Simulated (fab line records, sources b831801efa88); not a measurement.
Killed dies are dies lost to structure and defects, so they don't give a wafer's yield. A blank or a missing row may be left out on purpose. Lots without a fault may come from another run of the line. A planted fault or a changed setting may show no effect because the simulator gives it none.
Problem report in the 8D (eight disciplines) form, filled by code | flow gf180mcu | the parts of the form that need people (team, actions taken, sign-off) are left out

1. THE PROBLEM
oes_product_au at GF_V1_ETCH_16 reads a mean of 0.772 a.u. on 2 wafers of 2 lots; wafers without a fault read 0.854 a.u. with a standard deviation of 0.0046. That is -18 standard deviations from the usual mean.
The step: etches BARC in N2/H2.
First seen on wafer L399.2, day 24 01:28, on rie_diel-03. The record holds 42 wafers of 14 lots with a number at this step. Rule for "out", or "out of limits": more than 4 standard deviations from the usual mean. The other wafers with a number count as sound.

2. WHAT IT IS AND WHAT IT IS NOT
question                    | is                | is not
which readings at this step | oes_product_au    | drypump_motor_current_A, n2_flow_sccm, throttle_valve_pct
which lots                  | L399, L401        | L383, L384, L385, L386, L390, L392, L393, L394, L395, L397, L404, L406
which wafers of those lots  | L399.2, L401.1    | L399.3, L399.6, L401.3, L401.4
read on which tools         | rie_diel-03       | rie_diel-02, rie_diel-04
when                        | from day 24 01:28 | up to then (32 sound wafers); but 8 sound wafers of L401, L404, L406 came after

3. SUSPECTS, AND WHAT RULES EACH OUT
Counting: a tool at a process step up to the reading stays a suspect if it ran every lot that is out. Sound lots after the first of them don't rule it out here, since some wafers of a struck lot are sound.
- rie_diel-03 at GF_V1_ETCH_16 (etches BARC in N2/H2): kept. It ran every lot that is out, first L399 (day 24 01:28); its last sound lot up to then is L395 (day 22 16:10). Its own readings are out on those wafers: oes_product_au.
Left after counting: rie_diel-03 at GF_V1_ETCH_16.

4. THE CAUSE (what the simulator had put in)
Process parameter drift: rie_diel-03, from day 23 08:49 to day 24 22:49, at GF_V1_ETCH_16. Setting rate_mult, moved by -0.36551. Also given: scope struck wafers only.
Counting left only this tool.

5. THE CHAIN OF EFFECTS, in route order
Each row: a reading whose mean over the struck wafers that have a number lies more than 3 standard deviations from the usual. Only readings for which the record gives a usual standard deviation are gone through. hours: the time from each lot's start at the first step in this table that gives one to its start at this step, as a median over the lots. sigmas: the change in usual standard deviations.
hours | step                    | reading         | usual      | on struck wafers | change | sigmas
0     | GF_V1_ETCH_16           | oes_product_au  | 0.854 a.u. | 0.772            | -0.082 | -18
223   | GF_PASSIVATION_PROBE_99 | killed_at_other | 0.0        | 0.5              | +0.5   | +3.1
The process steps in it:
- GF_V1_ETCH_16: etches BARC in N2/H2.
- GF_PASSIVATION_PROBE_99
Later measuring or inspecting steps at which every struck wafer that the step has a row for has a number for every such reading, and none has moved that far: GF_V1_RS_MEAS_24.

6. WHAT WOULD HAVE CAUGHT IT SOONER
In this record the first reading out of limits was taken at day 24 01:28, 17 hours after the fault began at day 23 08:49.
